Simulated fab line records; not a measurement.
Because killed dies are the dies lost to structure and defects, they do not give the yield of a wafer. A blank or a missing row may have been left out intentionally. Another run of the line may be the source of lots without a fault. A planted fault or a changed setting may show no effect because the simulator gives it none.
Which tool did it? ; flow sfqLine ; 7 lots with 21 wafers sampled at 2 steps, on a route of 325 steps

## WHAT THE GAUGES SHOWED, per wafer
SFQ_M3_RS_MEAS_919: the measuring method here is four-point-probe.
lot;measured;on;M3_NB_RS (ohm/sq)
L502;day 39 04:37;filmMetro-03;0.882 0.882 0.893
L504;day 39 11:45;filmMetro-01;0.886 0.886 0.897
L506;day 40 00:57;filmMetro-02;0.897 0.904 0.905
L508;day 41 01:01;filmMetro-01;0.914 0.909 0.926
L510;day 41 06:11;filmMetro-03;0.891 0.900 0.894
L514;day 42 15:50;filmMetro-01;0.901 0.835 0.834
L523;day 50 13:47;filmMetro-01;0.881 0.882 0.895

## TOOL THAT RAN EACH LOT (tool first, then ch and the chambers of the sampled wafers, then the start)
lot;SFQ_TRILAYER_M3_DEP_SPUTTER_073
L502;pvdSputter-04, day 39 04:29
L504;pvdSputter-04, day 39 11:40
L506;pvdSputter-05, day 40 00:52
L508;pvdSputter-05, day 41 00:56
L510;pvdSputter-05, day 41 06:06
L514;pvdSputter-05, day 42 15:42
L523;pvdSputter-03, day 50 13:42
- SFQ_TRILAYER_M3_DEP_SPUTTER_073: material Nb, target thk 200 nm, time 133.3 s.

## THE ANSWER, worked out from the rows above alone
Rule: what is usual is taken from the lots themselves. The widest of any qualifying gaps counts: lots, ordered by their means at a reading, are off when they make up no more than a third of the lots, leave a main group of 4 or more, and stand apart from it by 3 or more times the standard deviation of that group's means. Not used: any main group whose means are identical at the precision the tables above print for the reading. A lot without any number at a reading at which 4 lots or more have one is off too. Any other lot the step has rows for is counted as sound.
Across all readings shown, no lot is off: no conclusion can be drawn from this.

## WHAT THE SIMULATOR PUT IN
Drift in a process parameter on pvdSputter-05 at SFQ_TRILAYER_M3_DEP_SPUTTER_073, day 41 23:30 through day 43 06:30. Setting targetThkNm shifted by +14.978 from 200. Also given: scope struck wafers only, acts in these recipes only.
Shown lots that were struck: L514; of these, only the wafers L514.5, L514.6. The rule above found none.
